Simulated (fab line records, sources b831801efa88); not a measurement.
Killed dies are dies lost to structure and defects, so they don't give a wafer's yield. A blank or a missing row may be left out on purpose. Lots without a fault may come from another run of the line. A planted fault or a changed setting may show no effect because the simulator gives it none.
One fault seen from 2 desks | flow sky130 | each desk has only its own numbers; what lay behind them comes last

THE TOOL OWNER'S DESK: implanter-04
The tool's own readings at SKY_LDD_N_IMPLANT_10: means of the sampled wafers that have a number, for each lot that ran on this tool. A lot is out of limits, marked OUT, if its mean lies more than 4 standard deviations from the usual mean; the brackets give that distance.
Columns: A = dose_ions_cm2 at SKY_LDD_N_IMPLANT_10, usual 7.498e+13; B = faraday_current_uA at SKY_LDD_N_IMPLANT_10, usual 422
lot  | first seen here | A                   | B
L177 | day 18 01:01    | 7.501e+13           | 416
L179 | day 18 17:49    | 7.495e+13           | 421
L180 | day 19 04:53    | 7.493e+13           | 431
L181 | day 19 13:04    | 7.497e+13           | 425
L182 | day 19 22:47    | 6.933e+13 (-73) OUT | 393
L185 | day 21 02:04    | 6.926e+13 (-74) OUT | 392
L193 | day 24 05:10    | 7.503e+13           | 417
L199 | day 26 13:34    | 7.493e+13           | 417
This desk's finding: out of limits on L182, L185; first on L182, day 19 22:47 (dose_ions_cm2 at SKY_LDD_N_IMPLANT_10). In limits: L177, L179, L180, L181, L193, L199.

THE METROLOGY DESK
What the gauges read, lot by lot, whatever tool the lot ran on: means of the sampled wafers that have a number. A lot is out of limits, marked OUT, if its mean lies more than 4 standard deviations from the usual mean; the brackets give that distance.
Columns: A = GATE_OXIDE_OXIDATION_00_THK at SKY_GATE_OXIDE_THK_MEAS_02, usual 10.24 nm; B = cd_nm at SKY_POLY_GATE_CD_MEAS_22, usual 150.1 nm
lot  | first seen here | A     | B
L177 | day 13 01:24    | 10.10 | 149.7
L178 | day 13 13:40    | 9.80  | 149.3
L179 | day 13 13:40    | 10.04 | 148.8
L180 | day 14 03:00    | 10.39 | 146.2
L181 | day 14 08:43    | 10.42 | 148.3
L182 | day 14 19:17    | 10.30 | 148.4
L185 | day 15 15:54    | 9.95  | 151.1
L191 | day 18 02:50    | 10.19 | 151.2
L193 | day 18 21:07    | 10.39 | 149.1
L195 | day 19 05:28    | 10.45 | 153.1
L197 | day 19 23:31    | 10.43 | 150.2
L198 | day 20 09:14    | 10.20 | 148.9
L199 | day 21 07:10    | 10.22 | 150.9
This desk's finding: nothing out of limits on any of the 13 lots.

PUT TOGETHER
The tool owner's desk could have raised an alarm at day 19 22:47, on L182, L185.
The metrology desk saw nothing out of limits.
The metrology desk has L182, L185 on record, within its limits.
Of the lots named, all ran SKY_LDD_N_IMPLANT_10 on implanter-04.

WHAT THE SIMULATOR HAD PUT IN
Process parameter drift: implanter-04, from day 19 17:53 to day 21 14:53, at SKY_LDD_N_IMPLANT_10. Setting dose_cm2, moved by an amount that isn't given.
Lots struck among those shown: L182, L185.
Hours from the fault's start to each desk's first reading out of limits: the tool owner's desk, 5.
